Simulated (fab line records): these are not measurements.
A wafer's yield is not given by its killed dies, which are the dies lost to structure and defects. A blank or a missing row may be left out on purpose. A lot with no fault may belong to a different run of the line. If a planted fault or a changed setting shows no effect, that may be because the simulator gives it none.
What tool caused it?	flow gf180mcu	13 lots with 39 wafers sampled at 4 steps, on a route of 602 steps

WHAT EACH GAUGE READ, for each wafer
GF_NSD_CD_MEAS_07: target cd 400 nm.
lot	measured	on	cd-nm (nm)
L811	day 13 19:38	cd-sem-02	403.8 402.4 402.8
L810	day 13 21:36	cd-sem-02	398.6 399.0 400.2
L815	day 14 21:38	cd-sem-01	399.4 397.9 398.1
L817	day 15 13:38	cd-sem-02	396.0 396.0 398.0
L820	day 16 10:11	cd-sem-02	400.4 403.0 398.8
L822	day 17 00:49	cd-sem-01	405.3 402.9 403.2
L823	day 17 21:13	cd-sem-02	400.0 403.4 401.6
L824	day 18 01:26	cd-sem-01	401.0 403.5 400.5
L825	day 18 08:50	cd-sem-02	401.4 402.3 402.5
L826	day 18 23:20	cd-sem-02	396.7 397.9 395.7
L828	day 19 19:47	cd-sem-02	402.4 400.8 403.8
L829	day 20 01:46	cd-sem-02	401.7 400.5 404.0
L831	day 20 17:29	cd-sem-02	401.0 403.1 400.1

GF_SAB_THK_MEAS_01.
lot	measured	on	SAB_CVD_00_THK (nm)
L811	day 14 17:06	film-metro-04	48.3 50.4 51.4
L810	day 14 19:59	film-metro-02	49.7 49.7 50.8
L815	day 15 21:17	film-metro-02	49.9 32.9 50.1
L817	day 16 14:01	film-metro-02	49.8 33.1 50.0
L820	day 17 11:52	film-metro-02	50.4 49.3 50.2
L822	day 18 03:25	film-metro-04	49.4 50.5 51.5
L823	day 18 23:55	film-metro-01	50.3 50.6 50.2
L824	day 19 03:50	film-metro-04	49.0 51.1 51.1
L825	day 19 11:07	film-metro-04	51.1 52.5 50.9
L826	day 20 01:59	film-metro-01	50.0 49.7 50.9
L828	day 20 19:33	film-metro-01	48.9 51.1 49.7
L829	day 21 01:30	film-metro-04	50.2 50.0 50.7
L831	day 21 17:01	film-metro-01	49.6 51.4 51.7

TOOL THAT RAN EACH LOT (tool first, then ch and the chambers of the sampled wafers, then the start)
lot	GF_HV_LDD_ETCHBACK_58	GF_SAB_CVD_00
L811	rie-diel-04 ch 0,2,3, day 13 00:24	pecvd-03 ch 0,1, day 14 17:05
L810	rie-diel-04 ch 0,3, day 13 02:01	pecvd-02 ch 0,2, day 14 19:57
L815	rie-diel-04 ch 0,1,3, day 14 01:18	pecvd-04 ch 0,1,2, day 15 21:16
L817	rie-diel-04 ch 0,1,3, day 14 16:25	pecvd-04 ch 0,1,2, day 16 14:00
L820	rie-diel-02 ch 0,3, day 15 11:22	pecvd-02 ch 0,1,2, day 17 11:50
L822	rie-diel-02 ch 0,1,2, day 16 01:37	pecvd-02 ch 0,1, day 18 03:23
L823	rie-diel-01 ch 0,2,3, day 16 20:33	pecvd-03 ch 0,1,2, day 18 23:53
L824	rie-diel-04 ch 1,2, day 17 00:37	pecvd-02 ch 0,1,2, day 19 03:49
L825	rie-diel-02 ch 0,1,3, day 17 08:40	pecvd-03 ch 0,1, day 19 11:04
L826	rie-diel-02 ch 0,1,2, day 17 22:04	pecvd-02 ch 1,2, day 20 01:58
L828	rie-diel-04 ch 2,3, day 18 18:03	pecvd-04 ch 0,2, day 20 19:32
L829	rie-diel-04 ch 0,2,3, day 19 00:39	pecvd-03 ch 0,1, day 21 01:28
L831	rie-diel-02 ch 0,1, day 19 18:38	pecvd-03 ch 0,1,2, day 21 16:58
- GF_HV_LDD_ETCHBACK_58: etches Si3N4 in CH3F/O2, stops on SiO2, time 100 s, target depth 90 nm.
- GF_SAB_CVD_00: deposits SiO2 from TEOS, target thk 50 nm, time 4.9302 s.

AS READ BY THE TOOLS THEMSELVES (means over the sampled wafers that have a number; for cases with no such wafer, the mark the record gives instead)
GF_HV_LDD_ETCHBACK_58.
lot	tool	chamber-pressure-mTorr (mTorr)	drypump-motor-current-A (A)	oes-product-au (a.u.)	throttle-valve-pct (%)
L811	rie-diel-04	25.005	5.7	0.844	10.561
L810	rie-diel-04	25.003	5.4	0.847	10.562
L815	rie-diel-04	25.020	5.5	0.842	10.564
L817	rie-diel-04	24.982	5.5	0.837	10.566
L820	rie-diel-02	25.000	6.0	0.845	10.564
L822	rie-diel-02	24.997	5.4	0.832	10.557
L823	rie-diel-01	25.006	6.0	0.845	10.561
L824	rie-diel-04	24.999	6.1	0.832	10.562
L825	rie-diel-02	24.982	5.6	0.843	10.556
L826	rie-diel-02	25.010	5.4	0.845	10.555
L828	rie-diel-04	25.002	5.9	0.845	10.567
L829	rie-diel-04	25.001	5.7	0.845	10.561
L831	rie-diel-02	24.990	5.6	0.835	10.560

GF_SAB_CVD_00.
lot	tool	heater-power-outer-w (W)	heater-power-w (W)
L811	pecvd-03	301	530
L810	pecvd-02	434	773
L815	pecvd-04	402	646
L817	pecvd-04	351	582
L820	pecvd-02	427	763
L822	pecvd-02	431	779
L823	pecvd-03	394	692
L824	pecvd-02	430	774
L825	pecvd-03	314	542
L826	pecvd-02	460	808
L828	pecvd-04	329	552
L829	pecvd-03	345	581
L831	pecvd-03	390	669

THE ANSWER, worked out from the rows above alone
Rule: what is usual is taken from the lots themselves. The widest of any qualifying gaps counts: lots, ordered by their means at a reading, are off when they make up no more than a third of the lots, leave a main group of 4 or more, and stand apart from it by 3 or more times the standard deviation of that group's means. A main group is skipped when, at the precision printed for the reading in the tables above, its means are all equal. A lot without any number at a reading at which 4 lots or more have one is off too. All remaining lots with rows at the step are treated as sound. First the gauges in route order, then the tools' own readings, where a lot's mean is used as printed above. At the first step where some lot is off, the reading lying furthest off is the one used; lots without a number count as furthest.
Off: L815, L817, at GF_SAB_THK_MEAS_01 (SAB_CVD_00_THK). Mean 50.4 nm and standard deviation 0.45 in the main group.
A tool fits if, at a process step before that reading, it ran every lot that is off, and no sound lot after the first of them. Those tools and the gauges at GF_SAB_THK_MEAS_01 are tried in the same way. No candidate that was tried fits.

WHAT THE SIMULATOR PUT IN
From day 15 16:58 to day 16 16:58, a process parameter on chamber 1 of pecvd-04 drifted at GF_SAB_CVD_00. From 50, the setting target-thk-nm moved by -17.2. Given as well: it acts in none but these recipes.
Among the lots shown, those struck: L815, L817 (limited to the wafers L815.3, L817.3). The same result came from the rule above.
